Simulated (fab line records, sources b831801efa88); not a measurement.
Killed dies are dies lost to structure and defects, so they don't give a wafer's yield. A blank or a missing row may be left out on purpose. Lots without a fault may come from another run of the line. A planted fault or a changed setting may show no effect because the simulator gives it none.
A struck lot beside a sound one | flow sky130 | 33 steps out of a route of 708
Sound: wafers L931.1, L931.5, L931.6. Struck: wafer L948.1. (L948.3, L948.6 of the same lot were not struck and are left out.) The cause comes at the end.
At each step with rows: each side's tool, then ch and its chambers, then its first start. Under that, the readings that differ: sound wafers | struck wafers | difference of the means | sigmas: that difference in standard deviations of wafers without a fault.
alike: readings whose means differ by less than 2 such deviations, and words and numbers that are the same on both sides. not compared: withheld readings, readings that some wafer has no value for, bounds like >300 that may hide the same value, and numbers for which the record gives no deviation and whose values overlap.
The two part at a step that has a row with sigmas, a row that says differs or no value, or rows on one side only. Numbers that don't overlap but have no deviation are shown without sigmas and don't part them. A reading that every wafer of one side lacks parts them only if that side has two wafers or more.

first, 4 steps without rows for these wafers: SKY_LOCAL_INTERCONNECT_SOFTBAKE_07 (time 90 s); SKY_LOCAL_INTERCONNECT_EXPOSE_08 (exposes mask LI1M, target cd 170 nm); SKY_LOCAL_INTERCONNECT_PEB_09; SKY_LOCAL_INTERCONNECT_DEVELOP_10 (develop time 60 s).
SKY_LOCAL_INTERCONNECT_CD_MEAS_11: target cd 170 nm.
  sound on cd_sem-01, day 31 11:11; struck on cd_sem-01, day 38 02:38
  alike: cd_nm
SKY_LOCAL_INTERCONNECT_OVL_MEAS_12:
  sound on overlay-01, day 31 11:19; struck on overlay-02, day 38 02:46
  alike: LOCAL_INTERCONNECT_OVL
SKY_LOCAL_INTERCONNECT_ETCH_13: etches BARC in N2/H2, stops on SiO2, time 45.9 s, target depth 60 nm.
  sound on rie_metal-02 ch 0,1, day 31 11:21; struck on rie_metal-01 ch 1, day 38 02:48
  alike: drypump_motor_current_A, oes_product_au, throttle_valve_pct
  not compared: rf_hours_counter_h
SKY_LOCAL_INTERCONNECT_METAL_ETCH_14: etches TiN in Cl2/BCl3, stops on PSG, target depth 110 nm, time 31.4 s.
  sound on rie_metal-02 ch 0,1, day 31 11:25; struck on rie_metal-01 ch 1, day 38 02:52
  alike: drypump_motor_current_A, oes_product_au, throttle_valve_pct
  not compared: rf_hours_counter_h
then, 4 steps without rows for these wafers: SKY_LOCAL_INTERCONNECT_STRIP_15 (strips in O2/N2); SKY_LOCAL_INTERCONNECT_STRIP_16 (strips in post etch residue remover, time 1200 s); SKY_LOCAL_INTERCONNECT_CLEAN_17 (cleans in IPA, time 180 s); SKY_LOCAL_INTERCONNECT_CLEAN_18 (cleans in O3/DIW).
SKY_CONTACT_CVD_00: deposits Si3N4, target thk 75 nm.
  sound on pecvd-02 ch 0,2, day 31 12:05; struck on pecvd-02 ch 0, day 38 03:31
  reading                                   | sound             | struck | difference | sigmas
  model.Si3N4_of_CONTACT_CVD_00.thk_nm (nm) | 75.29 76.95 75.31 | 61.48  | -14.37     |
  alike: heater_power_w
SKY_CONTACT_THK_MEAS_01:
  sound on film_metro-03, day 31 12:08; struck on film_metro-02, day 38 03:32
  reading                 | sound          | struck | difference | sigmas
  CONTACT_CVD_00_THK (nm) | 75.3 76.9 75.4 | 61.5   | -14.4      | -15
then, 1 step without rows for these wafers: SKY_CONTACT_HDPCVD_02 (deposits SiO2, target thk 565 nm, time 94.2 s).
SKY_CONTACT_THK_MEAS_03:
  sound on film_metro-01, day 31 12:16; struck on film_metro-03, day 38 03:40
  alike: CONTACT_HDPCVD_THK
SKY_CONTACT_CMP_04: polishes SiO2.
  sound on cmp-02 ch 0,1,2, day 31 12:25; struck on cmp-02 ch 2, day 38 03:44
  alike: motor_current_A, retaining_ring_pressure_frac
SKY_CONTACT_BOW_MEAS_05:
  sound on film_metro-03, day 31 12:37; struck on film_metro-03, day 38 04:02
  alike: CONTACT_BOW
then, 8 steps without rows for these wafers: SKY_CONTACT_DEHYDRATE_06 (time 60 s); SKY_CONTACT_HMDS_07 (prime time 60 s); SKY_CONTACT_COAT_08 (resist thk 60 nm); SKY_CONTACT_COAT_09 (resist thk 450 nm); SKY_CONTACT_SOFTBAKE_10 (time 90 s); SKY_CONTACT_EXPOSE_11 (exposes mask CTM1, target cd 170 nm); SKY_CONTACT_PEB_12; SKY_CONTACT_DEVELOP_13 (develop time 60 s).
SKY_CONTACT_CD_MEAS_14: target cd 170 nm.
  sound on cd_sem-01, day 32 17:17; struck on cd_sem-02, day 39 09:23
  alike: cd_nm
SKY_CONTACT_OVL_MEAS_15:
  sound on overlay-01, day 32 17:25; struck on overlay-02, day 39 09:31
  alike: CONTACT_OVL
SKY_CONTACT_ETCH_16: etches BARC in N2/H2, stops on SiO2, time 45.9 s, target depth 60 nm.
  sound on rie_diel-02 ch 1,2,3, day 32 17:27; struck on rie_diel-03 ch 0, day 39 09:33
  alike: drypump_motor_current_A, oes_product_au, throttle_valve_pct
  not compared: rf_hours_counter_h
then, 1 step without rows for these wafers: SKY_CONTACT_ETCH_17 (etches SiO2 in C4F8/O2/Ar, stops on Si3N4, target depth 340 nm).
SKY_CONTACT_ETCH_18: etches Si3N4 in CHF3/O2, stops on TiN, time 39 s, target depth 75 nm.
  sound on rie_diel-02 ch 1,2,3; struck on rie_diel-03 ch 0
  reading                  | sound             | struck | difference | sigmas
  oes_product_au (a.u.)    | 0.864 0.867 0.859 | 0.767  | -0.096     | -12
  throttle_valve_pct (%)   | 8.792 8.800 8.783 | 8.752  | -0.040     | -4
  model.etch.depth_nm (nm) | 75.29 76.95 75.31 | 61.48  | -14.37     |
  alike: drypump_motor_current_A
  not compared: rf_hours_counter_h
SKY_CONTACT_STRIP_19: strips in O2/N2.
  sound on plasma_asher-02 ch 0,1, day 32 17:35; struck on plasma_asher-02 ch 0, day 39 09:41
  alike: drypump_motor_current_A, oes_product_au, strip_time_to_endpoint_s
  not compared: rf_hours_counter_h
-- the record jumps here: 13 days lie between the struck wafers' starts before and after (it left off in module CONTACT and takes up again in module PAD_OPEN, whose first step shown is number 708 of the route) --
SKY_PAD_OPEN_PROBE_99:
  sound on prober-01, day 47 13:52; struck on prober-01, day 52 02:01
  alike: killed_at_M0_to_M3, killed_at_M4_up, killed_at_contacts, killed_at_front_end, killed_at_other, killed_dies, killed_open, killed_short

WHERE THEY PART
First at SKY_CONTACT_THK_MEAS_01; last, within this record, at SKY_CONTACT_ETCH_18. Later steps at which nothing parts them and some readings are alike: SKY_CONTACT_STRIP_19, SKY_PAD_OPEN_PROBE_99.

WHY: what the simulator had put in
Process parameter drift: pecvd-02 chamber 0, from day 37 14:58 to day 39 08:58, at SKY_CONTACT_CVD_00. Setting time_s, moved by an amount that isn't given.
